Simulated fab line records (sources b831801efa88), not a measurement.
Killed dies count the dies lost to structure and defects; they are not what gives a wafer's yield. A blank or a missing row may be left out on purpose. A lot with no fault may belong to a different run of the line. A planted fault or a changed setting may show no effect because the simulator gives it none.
Chamber matching | flow gf180mcu | GF_V5_CMP_26 on cmp-02: 4 sister chambers
The step polishes, stops on SiO2, t overpolish 15 s, target thk 0 nm. 14 wafers are shown with their chamber, then 7 later ones without.

WAFERS PAIRED WITH THEIR CHAMBERS
wafer  | chamber | time-to-endpoint-s (s) | motor-current-A (A) | overpolish-run-s (s)
L427.1 | 1       | 76                     | 12.2                | 14.999
L427.5 | 1       | 80                     | 11.6                | 15.005
L427.6 | 2       | 84                     | 12.1                | 14.996
L429.2 | 3       | 83                     | 11.8                | 15.001
L429.4 | 2       | 83                     | 11.3                | 15.009
L429.6 | 1       | 82                     | 12.1                | 14.994
L430.1 | 0       | 85                     | 11.4                | 14.981
L430.5 | 3       | 82                     | 11.0                | 15.003
L430.6 | 2       | 87                     | 12.6                | 15.009
L433.3 | 0       | 87                     | 11.9                | 14.999
L433.5 | 0       | 90                     | 10.7                | 14.999
L433.6 | 1       | 84                     | 12.1                | 15.007
L435.1 | 0       | 90                     | 11.8                | 14.994
L435.3 | 3       | 89                     | 10.8                | 15.014

SIGNATURES (means of the wafers above)
reading            | chamber 0 | chamber 1 | chamber 2 | chamber 3 | scatter within a chamber
time-to-endpoint-s | 88.00     | 80.50     | 84.67     | 84.67     | 3.01
motor-current-A    | 11.450    | 12.000    | 12.000    | 11.200    | 0.503
overpolish-run-s   | 14.99325  | 15.00125  | 15.00467  | 15.00600  | 0.00729
Rule: distance of a wafer from a chamber = root of the sum over the readings of ((wafer's reading minus chamber's mean) / reading's scatter) squared. If the next closest chamber is less than 2 further off than the closest, the wafer can't be placed; otherwise it belongs to the closest. The scatter: take each reading less its chamber's mean, square it, sum over the shown wafers, divide by the number of wafers less the number of chambers, and take the root.

WAFERS MISSING THEIR CHAMBER
wafer  | time-to-endpoint-s (s) | motor-current-A (A) | overpolish-run-s (s)
L435.4 | 85                     | 12.4                | 15.001
L437.1 | 89                     | 10.6                | 14.999
L437.2 | 95                     | 11.0                | 14.998
L437.5 | 88                     | 12.5                | 15.017
L443.2 | 89                     | 12.1                | 15.010
L443.4 | 88                     | 11.5                | 14.990
L443.6 | 90                     | 10.9                | 15.001

WHICH CHAMBER EACH ONE RAN IN
wafer  | from the rows above               | in truth
L435.4 | can't be placed: 2 or 1 or 0 or 3 | 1
L437.1 | can't be placed: 0 or 3 or 2      | 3
L437.2 | can't be placed: 0 or 3 or 2      | 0
L437.5 | can't be placed: 2 or 3 or 1 or 0 | 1
L443.2 | can't be placed: 2 or 3 or 0 or 1 | 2
L443.4 | 0                                 | 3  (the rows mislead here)
L443.6 | can't be placed: 0 or 3 or 2      | 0
Correctly placed: 0 of 7. From these rows, 6 cannot be placed; in 6 the true chamber is one of the candidates. 1 placed wrongly.
